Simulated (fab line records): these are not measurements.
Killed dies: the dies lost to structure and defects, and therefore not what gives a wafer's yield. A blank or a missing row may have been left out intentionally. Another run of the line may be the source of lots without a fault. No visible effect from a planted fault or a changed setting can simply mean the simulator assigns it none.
Which tool is to blame? | flow sky130 | Sampling: 14 lots, 42 wafers, 3 of 708 route steps

WHAT THE GAUGES SHOWED, per wafer
SKY_PWDE_TW_MEAS_10.
lot  | measured    | on            | PWDE_TW
L191 | day 4 08:19 | film-metro-04 | 371 373 374
L192 | day 4 18:18 | film-metro-04 | 373 371 371
L193 | day 4 18:44 | film-metro-02 | 367 369 364
L194 | day 4 21:54 | film-metro-03 | 380 378 376
L195 | day 4 23:09 | film-metro-02 | 367 366 368
L196 | day 5 06:40 | film-metro-03 | 377 378 378
L197 | day 5 10:05 | film-metro-04 | 372 370 372
L200 | day 6 01:12 | film-metro-04 | 377 376 378
L204 | day 6 22:07 | film-metro-04 | 376 375 374
L205 | day 7 04:54 | film-metro-02 | 372 372 372
L208 | day 7 20:03 | film-metro-03 | 377 376 378
L209 | day 8 01:38 | film-metro-04 | 372 374 373
L211 | day 8 19:35 | film-metro-02 | 371 373 371
L212 | day 9 01:18 | film-metro-04 | 370 370 369

SKY_NWELL_TW_MEAS_15.
lot  | measured    | on            | NWELL_TW
L191 | day 5 02:16 | film-metro-02 | 1792 1794 1797
L192 | day 5 12:48 | film-metro-03 | 1847 1837 1839
L193 | day 5 12:56 | film-metro-04 | 1798 1807 1814
L194 | day 5 16:28 | film-metro-03 | 1829 1848 1847
L195 | day 5 18:07 | film-metro-03 | 1835 1850 1842
L196 | day 6 01:52 | film-metro-04 | 1827 1820 1822
L197 | day 6 05:07 | film-metro-03 | 1841 1837 1844
L200 | day 6 20:20 | film-metro-03 | 1844 1840 1833
L204 | day 7 18:25 | film-metro-02 | 1813 1803 1810
L205 | day 8 01:46 | film-metro-02 | 1794 1798 1806
L208 | day 8 17:04 | film-metro-04 | 1810 1814 1821
L209 | day 8 22:43 | film-metro-03 | 1822 1836 1825
L211 | day 9 18:07 | film-metro-04 | 1801 1792 1802
L212 | day 9 23:24 | film-metro-02 | 1781 1785 1787

WHICH TOOL RAN EACH LOT (tool, then ch and the chambers of the sampled wafers, then the start)
lot  | SKY_FIELD_ISO_CMP_27
L191 | cmp-01 ch 2,3, day 2 18:25
L192 | cmp-02 ch 0,1,2, day 3 06:20
L193 | cmp-02 ch 1,3, day 3 06:38
L194 | cmp-02 ch 0,2,3, day 3 08:41
L195 | cmp-02 ch 0,1,3, day 3 11:48
L196 | cmp-02 ch 0,1,2, day 3 17:16
L197 | cmp-02 ch 0,1,2, day 3 21:18
L200 | cmp-02 ch 1,2,3, day 4 09:40
L204 | cmp-02 ch 2,3, day 5 05:13
L205 | cmp-01 ch 0,2,3, day 5 13:26
L208 | cmp-01 ch 2,3, day 6 03:16
L209 | cmp-02 ch 2,3, day 6 07:07
L211 | cmp-02 ch 1,2,3, day 6 21:48
L212 | cmp-01 ch 2,3, day 7 04:19
- SKY_FIELD_ISO_CMP_27: polishes, stops on Si3N4, t overpolish 16 s, target thk 457.8 nm.

WHAT THE TOOLS THEMSELVES READ (means of the sampled wafers that have a number; where no wafer has one, the mark that the record gives instead)
SKY_FIELD_ISO_CMP_27.
lot  | tool   | motor-current-A (A) | overpolish-run-s (s) | time-to-endpoint-s (s)
L191 | cmp-01 | 11.9                | 15.998               | 116
L192 | cmp-02 | 11.8                | 15.998               | 111
L193 | cmp-02 | 11.3                | 15.998               | 109
L194 | cmp-02 | 11.3                | 16.003               | 109
L195 | cmp-02 | 11.1                | 15.999               | 113
L196 | cmp-02 | 11.8                | 15.997               | 116
L197 | cmp-02 | 11.9                | 15.989               | 110
L200 | cmp-02 | 11.5                | 15.996               | 112
L204 | cmp-02 | 10.5                | 15.992               | 113
L205 | cmp-01 | 11.9                | 15.997               | 114
L208 | cmp-01 | 12.3                | 16.007               | 109
L209 | cmp-02 | 11.8                | 16.001               | 115
L211 | cmp-02 | 11.5                | 15.997               | 120
L212 | cmp-01 | 12.0                | 15.996               | 114

THE ANSWER, worked out from the rows above alone
Rule: the usual values come from the lots themselves. The widest of any qualifying gaps counts: lots, ordered by their means at a reading, are off when they make up no more than a third of the lots, leave a main group of 4 or more, and stand apart from it by 3 or more times the standard deviation of that group's means. A main group is skipped when, at the precision printed for the reading in the tables above, its means are all equal. Also off: a lot with no number at a reading for which 4 or more lots have one. Any other lot the step has rows for is counted as sound. After the gauges, taken in route order, come the tools' own readings; for these a lot's mean is taken, as printed above. At the first step where some lot is off, the reading lying furthest off is the one used; lots without a number count as furthest.
None of the lots is off at any reading shown; this tells nothing.

WHAT THE SIMULATOR HAD PUT IN
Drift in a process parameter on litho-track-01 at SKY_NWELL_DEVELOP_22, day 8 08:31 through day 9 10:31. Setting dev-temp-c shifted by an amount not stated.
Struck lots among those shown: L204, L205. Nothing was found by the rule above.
